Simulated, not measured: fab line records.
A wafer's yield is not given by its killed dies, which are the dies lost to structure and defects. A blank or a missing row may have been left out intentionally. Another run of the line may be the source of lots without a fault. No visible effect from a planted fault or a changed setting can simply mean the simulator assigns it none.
Check of tool commonality -- flow sky130 -- Lots sampled 12, wafers sampled 42

## REASON IT WAS OPENED
Of 12 lots, 2 have the reading VIA2_HDPCVD_THK flagged at SKY_VIA2_THK_MEAS_01. Wafers without a fault read 1184 nm, standard deviation 14.
Rule: a lot is flagged when every wafer of it that has a number lies more than 4 standard deviations from that mean, or none has a number. The rest of the lots are taken to be sound.

lot,measured,on,"VIA2_HDPCVD_THK (nm), wafer by wafer",flag
L101,day 35 05:14,film-metro-03,1152 1177 1183,
L103,day 36 05:01,film-metro-01,1161 1187 1207,
L106,day 37 07:03,film-metro-04,1208 1198 1218,
L107,day 37 09:50,film-metro-03,1198 1209 1202,
L110,day 38 09:13,film-metro-04,1163 1178 1156,
L111,day 38 12:34,film-metro-04,1190 1209 1176,
L112,day 38 22:29,film-metro-04,1768 1769 1787 1766 1769 1786,FLAGGED
L113,day 39 08:15,film-metro-03,1761 1758 1774 1762 1757 1777,FLAGGED
L117,day 41 01:48,film-metro-03,1167 1185 1189,
L121,day 41 16:23,film-metro-03,1156 1172 1186,
L123,day 42 00:05,film-metro-01,1184 1182 1173,
L122,day 42 03:14,film-metro-04,1189 1193 1189,
The mean of the flagged lots' numbers is 1770 nm, +586 nm from the usual (+42 standard deviations).

## WHICH TOOL EACH LOT WENT THROUGH
Before the reading, the record contains 3 process steps out of a 708-step route. Each cell gives the tool, then ch followed by the chambers the sampled wafers passed through, then the start.
lot,flag,SKY_VIA1_CVD_21,SKY_VIA1_CMP_24,SKY_VIA2_HDPCVD_00
L101,,"cvd-w-01 ch 0,1, day 34 01:17","cmp-01 ch 0,1, day 34 01:34","hdpcvd-01 ch 0,2, day 35 05:06"
L103,,"cvd-w-01 ch 0,1, day 35 00:55","cmp-01 ch 0,2,3, day 35 01:17","hdpcvd-02 ch 0,1,2, day 36 04:52"
L106,,"cvd-w-02 ch 0,1, day 36 03:19","cmp-02 ch 0,2,3, day 36 03:44","hdpcvd-02 ch 1,2, day 37 06:55"
L107,,"cvd-w-01 ch 0,1, day 36 06:46","cmp-02 ch 2,3, day 36 07:02","hdpcvd-02 ch 0,1, day 37 09:42"
L110,,"cvd-w-01 ch 0,1, day 37 05:44","cmp-01 ch 0,2,3, day 37 06:03","hdpcvd-01 ch 0,1,2, day 38 09:05"
L111,,"cvd-w-01 ch 1, day 37 09:00","cmp-01 ch 2,3, day 37 09:16","hdpcvd-02 ch 0,1,2, day 38 12:26"
L112,FLAGGED,"cvd-w-02 ch 0,1, day 37 19:07","cmp-01 ch 0,1,3, day 37 19:24","hdpcvd-01 ch 0,2, day 38 22:21"
L113,FLAGGED,"cvd-w-02 ch 0,1, day 38 05:19","cmp-02 ch 0,2,3, day 38 05:40","hdpcvd-01 ch 0,1,2, day 39 08:06"
L117,,"cvd-w-01 ch 0,1, day 39 23:46","cmp-01 ch 0,1,2, day 40 00:02","hdpcvd-02 ch 0,1,2, day 41 01:40"
L121,,"cvd-w-01 ch 0, day 40 14:50","cmp-01 ch 0,1,3, day 40 15:10","hdpcvd-02 ch 0,1,2, day 41 16:15"
L123,,"cvd-w-02 ch 1, day 40 22:25","cmp-01 ch 1,2,3, day 40 22:47","hdpcvd-01 ch 0,1, day 41 23:57"
L122,,"cvd-w-02 ch 0,1, day 41 00:47","cmp-02 ch 0,2,3, day 41 01:13","hdpcvd-01 ch 0,1, day 42 03:07"
What is done by these steps:
- SKY_VIA1_CVD_21: deposits W, target thk 270 nm, time 80.902 s.
- SKY_VIA1_CMP_24: polishes, stops on SiO2, t overpolish 15 s, target thk 0 nm.
- SKY_VIA2_HDPCVD_00: deposits SiO2, target thk 1180 nm, time 196.7 s.
- SKY_VIA2_THK_MEAS_01

## FLAGGED AGAINST TOTAL, ONE TOOL AT A TIME (gauges that did the reading follow at the end)
step,tool,lots run,flagged,share of the flagged lots,sound lots run after its first flagged lot
SKY_VIA1_CVD_21,cvd-w-01,7,0,none,-
SKY_VIA1_CVD_21,cvd-w-02,5,2,all,"2 (L123,L122)"
SKY_VIA1_CMP_24,cmp-01,8,1,some,"3 (L117,L121,L123)"
SKY_VIA1_CMP_24,cmp-02,4,1,some,1 (L122)
SKY_VIA2_HDPCVD_00,hdpcvd-01,6,2,all,"2 (L123,L122)"
SKY_VIA2_HDPCVD_00,hdpcvd-02,6,0,none,-
SKY_VIA2_THK_MEAS_01,film-metro-01,2,0,none,-
SKY_VIA2_THK_MEAS_01,film-metro-03,5,1,some,"2 (L117,L121)"
SKY_VIA2_THK_MEAS_01,film-metro-04,5,1,some,1 (L122)

## WHAT THE TABLE PERMITS
Table rows that saw every flagged lot: 2, namely cvd-w-02 at SKY_VIA1_CVD_21 and hdpcvd-01 at SKY_VIA2_HDPCVD_00.
- cvd-w-02 at SKY_VIA1_CVD_21: 2 of its 5 lots flagged. Sound lots followed the first flagged one (L123, L122) on it, something a lasting fault affecting the whole tool could not allow.
- hdpcvd-01 at SKY_VIA2_HDPCVD_00: 2 of its 6 lots flagged. Sound lots followed the first flagged one (L123, L122) on it, something a lasting fault affecting the whole tool could not allow. Its own readings lie more than 4 standard deviations out on every wafer of the flagged lots: sih4-flow-sccm.
Every row of the table either missed a flagged lot or ran a sound lot after the first.

## WHAT THE SIMULATOR HAD INSERTED
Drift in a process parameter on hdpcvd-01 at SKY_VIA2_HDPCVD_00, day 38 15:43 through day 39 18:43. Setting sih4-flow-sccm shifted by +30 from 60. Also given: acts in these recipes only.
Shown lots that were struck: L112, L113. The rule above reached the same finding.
